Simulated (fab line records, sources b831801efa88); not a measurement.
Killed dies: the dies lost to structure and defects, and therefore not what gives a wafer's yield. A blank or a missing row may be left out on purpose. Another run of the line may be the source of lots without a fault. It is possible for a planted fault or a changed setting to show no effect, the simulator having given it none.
Code-filled problem report in 8D (eight disciplines) form || flow gf180mcu || the parts of the form that need people (team, actions taken, sign-off) are left out

## 1. WHAT IS WRONG
Mean SALICIDE_TIN_THK at GF_SALICIDE_THK_MEAS_05: 17.45 nm over 2 wafers in 2 lots; fault-free wafers: 19.91 nm, standard deviation 0.28. That puts it -8.8 standard deviations away from the usual mean.
The step: measures by xrf.
The first sign was on wafer L411.4 at day 16 20:32, on film_metro-01. Wafers with a number at this step in the record: 35, from 12 lots. The rule behind "out" and "out of limits": a value lying over 4 standard deviations away from the usual mean. Any other wafer with a number is counted as sound.

## 2. WHAT THIS IS AND IS NOT
{"question": "which readings at this step", "is": "SALICIDE_TIN_THK", "is not": "-"}
{"question": "which lots", "is": "L411, L413", "is not": "L405, L406, L417, L421, L422, L423, L424, L425, L427, L428"}
{"question": "which wafers of those lots", "is": "L411.4, L413.4", "is not": "L411.6, L413.1, L413.5"}
{"question": "read on which gauges", "is": "film_metro-01", "is not": "film_metro-03, film_metro-04"}
{"question": "when", "is": "from day 16 20:32", "is not": "up to then (7 sound wafers); but 26 sound wafers of L413, L417, L421, L422, L423, L424, L425, L427, L428 came after"}

## 3. WHAT RULES OUT EACH SUSPECT
Counting: if a tool at a process step up to the reading ran every lot that is out, it stays a suspect. Sound lots after the first of them don't rule it out here, since some wafers of a struck lot are sound.
- the gauge at GF_SALICIDE_THK_MEAS_05: kept. All the wafers that are out were read on film_metro-01, and no step on other tools shows them out.
- pvd_sputter-01 at GF_SALICIDE_SPUTTER_03 (material TiN, target thk 20 nm, time 16.7 s): kept. Every lot that is out went through it, the first being L411 (day 16 20:22); the last sound lot it ran before that was L406 (day 15 07:26).
Remaining after the count are pvd_sputter-01 at GF_SALICIDE_SPUTTER_03 and film_metro-01 at GF_SALICIDE_THK_MEAS_05.

## 4. THE CAUSE (what the simulator had put in)
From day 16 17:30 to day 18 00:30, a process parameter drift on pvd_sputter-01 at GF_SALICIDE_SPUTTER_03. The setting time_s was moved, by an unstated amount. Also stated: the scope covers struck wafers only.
Counting leaves 2 suspects; this tool is one of them.

## 5. THE CHAIN OF EFFECTS, in route order
Each row: a reading whose mean over the struck wafers that have a number lies more than 3 standard deviations from the usual. Only readings whose record carries a usual standard deviation are examined. hours: median over the lots of the time between each lot's start at the first step of this table that gives one and its start at this step. sigmas: the change, counted in usual standard deviations.
{"hours": 0, "step": "GF_SALICIDE_THK_MEAS_05", "reading": "SALICIDE_TIN_THK", "usual": "19.91 nm", "on struck wafers": 17.45, "change": -2.46, "sigmas": -8.8}

## 6. WHAT WOULD HAVE CAUGHT IT SOONER
The first out-of-limits reading at a measuring or inspecting step in this record came at day 16 20:32, 3 hours after the fault's start at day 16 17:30.
No tool reading at GF_SALICIDE_SPUTTER_03 that has a usual standard deviation in the record was out on any struck wafer, so an alarm limit of 4 standard deviations on those readings would not have fired.
Among the 2 lots that are out, L413 began GF_SALICIDE_SPUTTER_03 on pvd_sputter-01 after day 16 20:32. A tool hold placed at that time would have kept it from harm.
